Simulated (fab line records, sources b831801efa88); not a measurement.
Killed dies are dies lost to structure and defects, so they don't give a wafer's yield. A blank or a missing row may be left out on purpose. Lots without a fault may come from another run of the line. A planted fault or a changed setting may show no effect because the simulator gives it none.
A struck lot beside a sound one | flow sky130 | 43 steps out of a route of 708
Sound: wafers L213.2, L213.5, L213.6. Struck: wafers L232.2, L232.4, L232.6. The cause comes at the end.
At each step with rows: each side's tool, then ch and its chambers, then its first start. Under that, the readings that differ: sound wafers | struck wafers | difference of the means | sigmas: that difference in standard deviations of wafers without a fault.
alike: readings whose means differ by less than 2 such deviations, and words and numbers that are the same on both sides. not compared: withheld readings, readings that some wafer has no value for, bounds like >300 that may hide the same value, and numbers for which the record gives no deviation and whose values overlap.
The two part at a step that has a row with sigmas, a row that says differs or no value, or rows on one side only. Numbers that don't overlap but have no deviation are shown without sigmas and don't part them. A reading that every wafer of one side lacks parts them only if that side has two wafers or more.

first, 7 steps without rows for these wafers: SKY_METAL4_HMDS_06 (prime time 60 s); SKY_METAL4_COAT_07 (resist thk 60 nm); SKY_METAL4_COAT_08 (resist thk 1140 nm); SKY_METAL4_SOFTBAKE_09 (time 90 s); SKY_METAL4_EXPOSE_10 (exposes mask MM4, target cd 300 nm); SKY_METAL4_PEB_11; SKY_METAL4_DEVELOP_12 (develop time 60 s).
SKY_METAL4_CD_MEAS_13: target cd 300 nm.
  sound on cd_sem-02, day 43 01:15; struck on cd_sem-01, day 48 01:55
  alike: cd_nm
SKY_METAL4_OVL_MEAS_14:
  sound on overlay-01, day 43 01:22; struck on overlay-01, day 48 02:01
  alike: METAL4_OVL
then, 3 steps without rows for these wafers: SKY_METAL4_DESCUM_15 (chemistry O2, time 8 s); SKY_METAL4_ETCH_16 (etches BARC in N2/H2, stops on SiO2, time 88.2 s, target depth 60 nm); SKY_METAL4_ETCH_17 (etches SiO2 in C4F8/O2/Ar, stops on TiN, time 3.9 s, target depth 15 nm).
SKY_METAL4_METAL_ETCH_18: etches the open film in Cl2/BCl3, stops on SiO2, target depth 845 nm, time 183.1 s.
  sound on rie_metal-03 ch 0,1, day 43 01:32; struck on rie_metal-01 ch 0,1, day 48 02:11
  reading                     | sound          | struck         | difference | sigmas
  drypump_motor_current_A (A) | 5.68 5.74 5.60 | 5.24 5.18 5.17 | -0.48      | -2
  alike: oes_product_au, throttle_valve_pct
  not compared: rf_hours_counter_h
SKY_METAL4_STRIP_19: strips in O2/N2.
  sound on plasma_asher-01 ch 0,1, day 43 01:43; struck on plasma_asher-01 ch 0,1, day 48 02:22
  alike: drypump_motor_current_A, oes_product_au, strip_time_to_endpoint_s
  not compared: rf_hours_counter_h
then, 4 steps without rows for these wafers: SKY_METAL4_STRIP_20 (strips in post etch residue remover, time 1200 s); SKY_METAL4_CLEAN_21 (cleans in IPA, time 180 s); SKY_METAL4_CLEAN_22 (cleans in O3/DIW); SKY_VIA4_HDPCVD_00 (deposits SiO2, target thk 1750 nm, time 291.7 s).
SKY_VIA4_THK_MEAS_01:
  sound on film_metro-01, day 43 02:56; struck on film_metro-03, day 48 03:35
  alike: VIA4_HDPCVD_THK
SKY_VIA4_CMP_02: polishes SiO2.
  sound on cmp-01 ch 0,1, day 43 02:59; struck on cmp-01 ch 0,2,3, day 48 03:41
  alike: head_pressure_psi, motor_current_A
SKY_VIA4_BOW_MEAS_03:
  sound on film_metro-03, day 43 03:18; struck on film_metro-03, day 48 03:57
  alike: VIA4_BOW
then, 7 steps without rows for these wafers: SKY_VIA4_DEHYDRATE_04 (time 60 s); SKY_VIA4_HMDS_05 (prime time 60 s); SKY_VIA4_COAT_06 (resist thk 1140 nm); SKY_VIA4_SOFTBAKE_07 (time 60 s); SKY_VIA4_EXPOSE_08 (exposes mask VIM4, target cd 800 nm); SKY_VIA4_PEB_09; SKY_VIA4_DEVELOP_10 (develop time 60 s).
SKY_VIA4_OVL_MEAS_11:
  sound on overlay-01, day 44 01:53; struck on overlay-02, day 48 22:50
  reading       | sound        | struck         | difference | sigmas
  VIA4_OVL (nm) | -0.6 0.6 0.4 | -2.3 -2.4 -4.1 | -3.1       | -2
then, 5 steps without rows for these wafers: SKY_VIA4_ETCH_12 (etches SiO2 in C4F8/O2/Ar, stops on TiN, target depth 580 nm); SKY_VIA4_STRIP_13 (strips in O2/N2); SKY_VIA4_STRIP_14 (strips in post etch residue remover, time 1200 s); SKY_VIA4_CLEAN_15 (cleans in IPA, time 180 s); SKY_VIA4_CLEAN_16 (cleans in O3/DIW).
SKY_VIA4_SPUTTER_17: material TiN, target thk 20 nm, time 80 s.
  sound on pvd_sputter-04, day 44 02:34; struck on pvd_sputter-02, day 48 23:57
  alike: throttle_valve_pct
then, 1 step without rows for these wafers: SKY_VIA4_CVD_18 (deposits W, target thk 505 nm, time 152.14 s).
SKY_VIA4_RS_MEAS_19: measures by four-point-probe.
  sound on film_metro-02, day 44 02:48; struck on film_metro-03, day 49 00:11
  reading            | sound                | struck               | difference | sigmas
  VIA4_W_RS (ohm/sq) | 0.2210 0.2221 0.2224 | 0.2196 0.2168 0.2146 | -0.0048    | -2
SKY_VIA4_THK_MEAS_20: measures by xrf.
  sound on film_metro-02, day 44 02:55; struck on film_metro-03, day 49 00:18
  reading         | sound       | struck      | difference | sigmas
  VIA4_W_THK (nm) | 525 522 522 | 530 540 547 | +16        | +3
SKY_VIA4_CMP_21: polishes, stops on SiO2, t overpolish 25 s, target thk 0 nm.
  sound on cmp-01 ch 0,1,3, day 44 03:05; struck on cmp-02 ch 1,2, day 49 00:21
  alike: head_pressure_psi, motor_current_A, overpolish_run_s, time_to_endpoint_s
then, 1 step without rows for these wafers: SKY_METAL5_SPUTTER_00 (material Ti, target thk 15 nm, time 10 s).
SKY_METAL5_SPUTTER_01: material TiN, target thk 20 nm, time 16.7 s.
  sound on pvd_sputter-01, day 44 03:18; struck on pvd_sputter-01, day 49 00:40
  alike: throttle_valve_pct
then, 1 step without rows for these wafers: SKY_METAL5_SPUTTER_02 (material AlCu, target thk 1150 nm, time 61.2 s).
-- the record jumps here: 2 days lie between the struck wafers' starts before and after (it left off in module METAL5 and takes up again in module PAD_OPEN, whose first step shown is number 708 of the route) --
SKY_PAD_OPEN_PROBE_99:
  sound on prober-01, day 46 22:50; struck on prober-01, day 51 04:02
  reading                               | sound              | struck                                                                     | difference                   | sigmas
  hold                                  | - - -              | await_dispo/2.4h/release await_dispo/2.4h/release await_dispo/2.4h/release | no value on the sound wafers |
  defect_limited_yield (%)              | 80.7 82.1 80.7     | 80.9 73.4 72.2                                                             | -5.7                         | -3
  killed_at_M4_up                       | 2 2 4              | 21 57 65                                                                   | +45                          | +26
  killed_dies                           | 95 88 95           | 94 131 137                                                                 | +28                          | +3
  killed_open                           | 63 45 49           | 43 31 40                                                                   | -14                          | -2
  sort_bin_3_pad_short (%)              | 0.4 1.6 1.4        | 2.4 4.3 5.3                                                                | +2.9                         | +6
  sort_n_pass                           | 397 404 397        | 398 361 355                                                                | -28                          | -3
  sort_yield_pct (%)                    | 80.7 82.1 80.7     | 80.9 73.4 72.2                                                             | -5.7                         | -3
  model.etest.tester.sort_bin_3_pct (%) | 0.4065 1.626 1.423 | 2.439 4.268 5.285                                                          | +2.845                       |
  alike: killed_at_M0_to_M3, killed_at_contacts, killed_at_front_end, killed_at_other, killed_short, sort_bin_5_function, sort_bin_6_memory
  not compared: model.etest.tester.sort_n_pass, model.etest.tester.sort_yield_pct, model.etest.tester.sort_bin_5_pct

WHERE THEY PART
First at SKY_METAL4_METAL_ETCH_18; last, within this record, at SKY_PAD_OPEN_PROBE_99.

WHY: what the simulator had put in
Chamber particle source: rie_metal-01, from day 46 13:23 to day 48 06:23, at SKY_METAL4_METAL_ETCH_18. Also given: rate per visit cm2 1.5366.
